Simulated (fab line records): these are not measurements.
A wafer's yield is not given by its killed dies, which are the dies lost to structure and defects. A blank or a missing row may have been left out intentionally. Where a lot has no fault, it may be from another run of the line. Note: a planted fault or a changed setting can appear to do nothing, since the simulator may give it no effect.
Which of the tools did it? :: flow sky130 :: 11 lots with 33 wafers sampled at 7 steps, on a route of 708 steps

WHAT EACH GAUGE READ, for each wafer
SKY_LDD_HVP_OVL_MEAS_07.
lot: L707
measured: day 22 16:11
on: overlay-02
LDD_HVP_OVL (nm): 0.7 1.1 1.5

lot: L709
measured: day 23 02:06
on: overlay-02
LDD_HVP_OVL (nm): 1.2 3.5 -0.2

lot: L711
measured: day 24 05:16
on: overlay-02
LDD_HVP_OVL (nm): 0.7 0.0 0.9

lot: L712
measured: day 24 16:06
on: overlay-02
LDD_HVP_OVL (nm): 0.5 -1.4 0.3

lot: L714
measured: day 25 01:19
on: overlay-02
LDD_HVP_OVL (nm): 0.1 -0.8 -0.4

lot: L719
measured: day 26 21:11
on: overlay-02
LDD_HVP_OVL (nm): -1.2 0.1 -0.5

lot: L720
measured: day 27 10:33
on: overlay-02
LDD_HVP_OVL (nm): -1.1 -0.9 -1.3

lot: L721
measured: day 27 17:13
on: overlay-02
LDD_HVP_OVL (nm): -0.2 0.5 0.6

lot: L726
measured: day 29 07:56
on: overlay-02
LDD_HVP_OVL (nm): 0.6 -1.0 -0.3

lot: L727
measured: day 29 22:35
on: overlay-02
LDD_HVP_OVL (nm): 1.7 3.8 1.8

lot: L728
measured: day 30 07:30
on: overlay-01
LDD_HVP_OVL (nm): 0.3 -1.0 0.0

SKY_POLY_CUT_CD_MEAS_08 targets a cd of 270 nm.
lot: L707
measured: day 25 07:17
on: cd-sem-01
cd-nm (nm): 267.8 268.9 269.2

lot: L709
measured: day 25 17:41
on: cd-sem-01
cd-nm (nm): 268.1 268.7 267.9

lot: L711
measured: day 26 19:15
on: cd-sem-02
cd-nm (nm): 268.2 269.0 268.5

lot: L712
measured: day 27 07:50
on: cd-sem-02
cd-nm (nm): 269.4 269.6 271.6

lot: L714
measured: day 27 15:58
on: cd-sem-01
cd-nm (nm): 270.7 269.7 270.6

lot: L719
measured: day 29 08:53
on: cd-sem-02
cd-nm (nm): 269.7 271.2 270.9

lot: L720
measured: day 29 23:29
on: cd-sem-01
cd-nm (nm): 269.2 270.5 270.5

lot: L721
measured: day 30 04:23
on: cd-sem-02
cd-nm (nm): 267.8 269.3 269.1

lot: L726
measured: day 31 18:05
on: cd-sem-01
cd-nm (nm): 269.0 269.8 271.7

lot: L727
measured: day 32 09:05
on: cd-sem-01
cd-nm (nm): 268.9 269.8 269.5

lot: L728
measured: day 32 16:56
on: cd-sem-01
cd-nm (nm): 269.4 269.0 268.9

SKY_SD_P_OVL_MEAS_08.
lot: L707
measured: day 26 13:00
on: overlay-01
SD_P_OVL (nm): -1.8 -0.9 -0.5

lot: L709
measured: day 26 23:10
on: overlay-02
SD_P_OVL (nm): -3.4 -2.5 -4.4

lot: L711
measured: day 28 00:19
on: overlay-01
SD_P_OVL (nm): 1.0 -0.6 0.1

lot: L712
measured: day 28 13:04
on: overlay-02
SD_P_OVL (nm): -1.7 -2.4 0.0

lot: L714
measured: day 28 19:57
on: overlay-01
SD_P_OVL (nm): 0.8 -0.3 0.5

lot: L719
measured: day 30 13:00
on: overlay-02
SD_P_OVL (nm): -1.2 -0.7 0.9

lot: L720
measured: day 31 03:55
on: overlay-02
SD_P_OVL (nm): 0.2 0.4 -2.0

lot: L721
measured: day 31 10:58
on: overlay-01
SD_P_OVL (nm): -2.1 -2.0 -1.1

lot: L726
measured: day 32 21:34
on: overlay-01
SD_P_OVL (nm): -1.4 -3.8 -2.7

lot: L727
measured: day 33 12:00
on: overlay-02
SD_P_OVL (nm): -4.7 -2.5 -3.3

lot: L728
measured: day 33 20:01
on: overlay-01
SD_P_OVL (nm): -1.3 -3.3 -0.7

SKY_SD_N_TW_MEAS_12.
lot: L707
measured: day 28 23:11
on: film-metro-02
SD_N_TW: 3954 3946 3969

lot: L709
measured: day 29 08:56
on: film-metro-01
SD_N_TW: 3996 3991 3992

lot: L711
measured: day 30 09:58
on: film-metro-03
SD_N_TW: 3960 3969 3967

lot: L712
measured: day 30 21:35
on: film-metro-03
SD_N_TW: 3978 3984 3950

lot: L714
measured: day 31 04:28
on: film-metro-02
SD_N_TW: 3936 3936 3923

lot: L719
measured: day 32 19:28
on: film-metro-01
SD_N_TW: 3988 3993 3993

lot: L720
measured: day 33 10:22
on: film-metro-03
SD_N_TW: 3984 3979 3957

lot: L721
measured: day 33 17:40
on: film-metro-02
SD_N_TW: 3928 3913 3923

lot: L726
measured: day 35 02:42
on: film-metro-01
SD_N_TW: 3804 3826 3809

lot: L727
measured: day 35 16:55
on: film-metro-03
SD_N_TW: 3966 3973 3984

lot: L728
measured: day 36 00:50
on: film-metro-02
SD_N_TW: 3793 3780 3809

SKY_SD_N_RS_MEAS_16: the measuring method here is four-point-probe.
lot: L707
measured: day 28 23:28
on: film-metro-01
SD_N_RS (ohm/sq): 68.46 68.59 68.73

lot: L709
measured: day 29 09:13
on: film-metro-02
SD_N_RS (ohm/sq): 68.49 68.28 68.56

lot: L711
measured: day 30 10:16
on: film-metro-02
SD_N_RS (ohm/sq): 68.25 68.43 68.43

lot: L712
measured: day 30 21:52
on: film-metro-02
SD_N_RS (ohm/sq): 68.55 68.41 68.45

lot: L714
measured: day 31 04:45
on: film-metro-01
SD_N_RS (ohm/sq): 68.47 68.50 68.49

lot: L719
measured: day 32 19:44
on: film-metro-03
SD_N_RS (ohm/sq): 68.54 68.58 68.66

lot: L720
measured: day 33 10:43
on: film-metro-01
SD_N_RS (ohm/sq): 68.61 68.50 68.39

lot: L721
measured: day 33 17:58
on: film-metro-01
SD_N_RS (ohm/sq): 68.61 68.46 68.57

lot: L726
measured: day 35 02:59
on: film-metro-02
SD_N_RS (ohm/sq): 74.34 74.28 74.32

lot: L727
measured: day 35 17:12
on: film-metro-02
SD_N_RS (ohm/sq): 68.39 68.43 68.53

lot: L728
measured: day 36 01:08
on: film-metro-01
SD_N_RS (ohm/sq): 74.19 74.30 74.38

WHICH TOOL RAN EACH LOT (tool, then ch and the chambers of the sampled wafers, then the start)
lot: L707
SKY_SD_N_IMPLANT_09: implanter-04 ch 0, day 28 22:47
SKY_SD_N_STRIP_11: plasma-asher-04 ch 0,1, day 28 23:05

lot: L709
SKY_SD_N_IMPLANT_09: implanter-02 ch 0, day 29 08:32
SKY_SD_N_STRIP_11: plasma-asher-03 ch 0,1, day 29 08:50

lot: L711
SKY_SD_N_IMPLANT_09: implanter-01 ch 0, day 30 09:35
SKY_SD_N_STRIP_11: plasma-asher-03 ch 0,1, day 30 09:52

lot: L712
SKY_SD_N_IMPLANT_09: implanter-01 ch 0, day 30 21:11
SKY_SD_N_STRIP_11: plasma-asher-04 ch 0,1, day 30 21:29

lot: L714
SKY_SD_N_IMPLANT_09: implanter-04 ch 0, day 31 04:04
SKY_SD_N_STRIP_11: plasma-asher-04 ch 1, day 31 04:21

lot: L719
SKY_SD_N_IMPLANT_09: implanter-01 ch 0, day 32 19:04
SKY_SD_N_STRIP_11: plasma-asher-02 ch 0,1, day 32 19:22

lot: L720
SKY_SD_N_IMPLANT_09: implanter-04 ch 0, day 33 09:59
SKY_SD_N_STRIP_11: plasma-asher-03 ch 0,1, day 33 10:16

lot: L721
SKY_SD_N_IMPLANT_09: implanter-01 ch 0, day 33 17:17
SKY_SD_N_STRIP_11: plasma-asher-02 ch 0,1, day 33 17:34

lot: L726
SKY_SD_N_IMPLANT_09: implanter-04 ch 0, day 35 02:18
SKY_SD_N_STRIP_11: plasma-asher-03 ch 0,1, day 35 02:36

lot: L727
SKY_SD_N_IMPLANT_09: implanter-01 ch 0, day 35 16:31
SKY_SD_N_STRIP_11: plasma-asher-02 ch 0,1, day 35 16:49

lot: L728
SKY_SD_N_IMPLANT_09: implanter-04 ch 0, day 36 00:28
SKY_SD_N_STRIP_11: plasma-asher-02 ch 0,1, day 36 00:44
- SKY_SD_N_IMPLANT_09
- SKY_SD_N_STRIP_11: strips in O2/N2.

WHAT THE TOOLS THEMSELVES READ (means of the sampled wafers that have a number; where no wafer has one, the mark that the record gives instead)
SKY_SD_N_IMPLANT_09.
lot: L707
tool: implanter-04
beam-energy-keV: 50.017

lot: L709
tool: implanter-02
beam-energy-keV: 49.981

lot: L711
tool: implanter-01
beam-energy-keV: 49.997

lot: L712
tool: implanter-01
beam-energy-keV: 50.011

lot: L714
tool: implanter-04
beam-energy-keV: 50.032

lot: L719
tool: implanter-01
beam-energy-keV: 49.984

lot: L720
tool: implanter-04
beam-energy-keV: 50.015

lot: L721
tool: implanter-01
beam-energy-keV: 49.989

lot: L726
tool: implanter-04
beam-energy-keV: 42.464

lot: L727
tool: implanter-01
beam-energy-keV: 50.004

lot: L728
tool: implanter-04
beam-energy-keV: 42.489

SKY_SD_N_STRIP_11.
lot: L707
tool: plasma-asher-04
drypump-motor-current-A (A): 6.14
oes-product-au (a.u.): 0.529
strip-time-to-endpoint-s (s): 22.53

lot: L709
tool: plasma-asher-03
drypump-motor-current-A (A): 5.86
oes-product-au (a.u.): 0.526
strip-time-to-endpoint-s (s): 22.49

lot: L711
tool: plasma-asher-03
drypump-motor-current-A (A): 6.04
oes-product-au (a.u.): 0.526
strip-time-to-endpoint-s (s): 22.55

lot: L712
tool: plasma-asher-04
drypump-motor-current-A (A): 6.19
oes-product-au (a.u.): 0.528
strip-time-to-endpoint-s (s): 22.56

lot: L714
tool: plasma-asher-04
drypump-motor-current-A (A): 6.10
oes-product-au (a.u.): 0.530
strip-time-to-endpoint-s (s): 22.55

lot: L719
tool: plasma-asher-02
drypump-motor-current-A (A): 6.14
oes-product-au (a.u.): 0.526
strip-time-to-endpoint-s (s): 22.55

lot: L720
tool: plasma-asher-03
drypump-motor-current-A (A): 6.03
oes-product-au (a.u.): 0.529
strip-time-to-endpoint-s (s): 22.48

lot: L721
tool: plasma-asher-02
drypump-motor-current-A (A): 6.27
oes-product-au (a.u.): 0.524
strip-time-to-endpoint-s (s): 22.56

lot: L726
tool: plasma-asher-03
drypump-motor-current-A (A): 6.03
oes-product-au (a.u.): 0.544
strip-time-to-endpoint-s (s): 21.43

lot: L727
tool: plasma-asher-02
drypump-motor-current-A (A): 6.26
oes-product-au (a.u.): 0.527
strip-time-to-endpoint-s (s): 22.54

lot: L728
tool: plasma-asher-02
drypump-motor-current-A (A): 6.23
oes-product-au (a.u.): 0.549
strip-time-to-endpoint-s (s): 21.40

THE ANSWER, worked out from the rows above alone
Rule: the lots themselves supply what counts as usual. Put in order of their means at a reading, lots are off if they are a third of the lots or fewer, leave a main group of 4 or more, and stand apart from it by a gap of 3 or more times the standard deviation of the main group's means; of several such gaps the widest counts. If all means in a main group match to the digits the tables above print for the reading, that group is not used. A lot without any number at a reading at which 4 lots or more have one is off too. All remaining lots with rows at the step are treated as sound. Order of review: gauges by route order, followed by the tools' own readings, for which a lot's mean as printed above is used. At the first step where some lot is off, the reading lying furthest off is the one used; lots without a number count as furthest.
Off: at SKY_SD_N_TW_MEAS_12 (SD_N_TW), L726, L728. The main group has a mean of 3964 with a standard deviation of 23.
A tool fits if, at a process step before that reading, it ran every lot that is off, and no sound lot after the first of them. Not tried: the gauges at SKY_SD_N_TW_MEAS_12; whatever is off there is also off at SKY_SD_N_IMPLANT_09, on other tools, and gauge error can't account for it. One fits: SKY_SD_N_IMPLANT_09 on implanter-04. A fault onset in the window from L720 (day 33 09:59, its last sound lot) to L726 (day 35 02:18, its first lot off) fits.
On the lots that are off, the tool's own readings at SKY_SD_N_IMPLANT_09 differ by more than 5 times the standard deviation of the sound lots' means, which bears it out; beam-energy-keV reads 42.477 there versus 50.003 on the sound lots.

WHAT THE SIMULATOR HAD INSERTED
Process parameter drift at SKY_SD_N_IMPLANT_09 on implanter-04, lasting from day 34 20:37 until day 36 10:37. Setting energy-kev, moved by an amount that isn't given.
Struck lots among those shown: L726, L728. This agrees with what the rule above found.
